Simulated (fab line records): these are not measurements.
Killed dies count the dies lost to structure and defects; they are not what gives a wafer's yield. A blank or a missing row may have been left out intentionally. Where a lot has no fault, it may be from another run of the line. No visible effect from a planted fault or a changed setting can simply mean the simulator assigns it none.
The tool behind it: which one? | flow sky130 | 21 wafers sampled from 7 lots at 1 step of a route of 708

WHAT THE GAUGES READ, wafer by wafer
SKY_VIA1_THK_MEAS_23: measures by xrf.
lot  | measured     | on            | VIA1_W_THK (nm)
L905 | day 34 07:53 | film metro-04 | 277 272 275
L907 | day 35 02:10 | film metro-02 | 283 288 277
L912 | day 36 13:12 | film metro-02 | 272 273 271
L915 | day 37 19:19 | film metro-03 | 280 279 280
L917 | day 38 09:39 | film metro-02 | 274 272 271
L919 | day 38 15:49 | film metro-03 | 281 287 281
L927 | day 40 23:05 | film metro-04 | 280 282 282

WHAT TOOL EACH LOT RAN ON (gives the tool, then ch and the chambers of the sampled wafers, and finally the start)
There is no process step in the record ahead of these readings.

THE ANSWER, worked out from the rows above alone
Rule: the usual values come from the lots themselves. Put in order of their means at a reading, lots are off if they are a third of the lots or fewer, leave a main group of 4 or more, and stand apart from it by a gap of 3 or more times the standard deviation of the main group's means; of several such gaps the widest counts. The tables above print the reading to a certain number of digits; a main group whose means all agree to those digits is not used. A lot without any number at a reading at which 4 lots or more have one is off too. Where the step has rows for the other lots, those lots are counted as sound.
No lot is off on any of the readings shown, so nothing can be concluded from this.

WHAT HAD BEEN PUT IN BY THE SIMULATOR
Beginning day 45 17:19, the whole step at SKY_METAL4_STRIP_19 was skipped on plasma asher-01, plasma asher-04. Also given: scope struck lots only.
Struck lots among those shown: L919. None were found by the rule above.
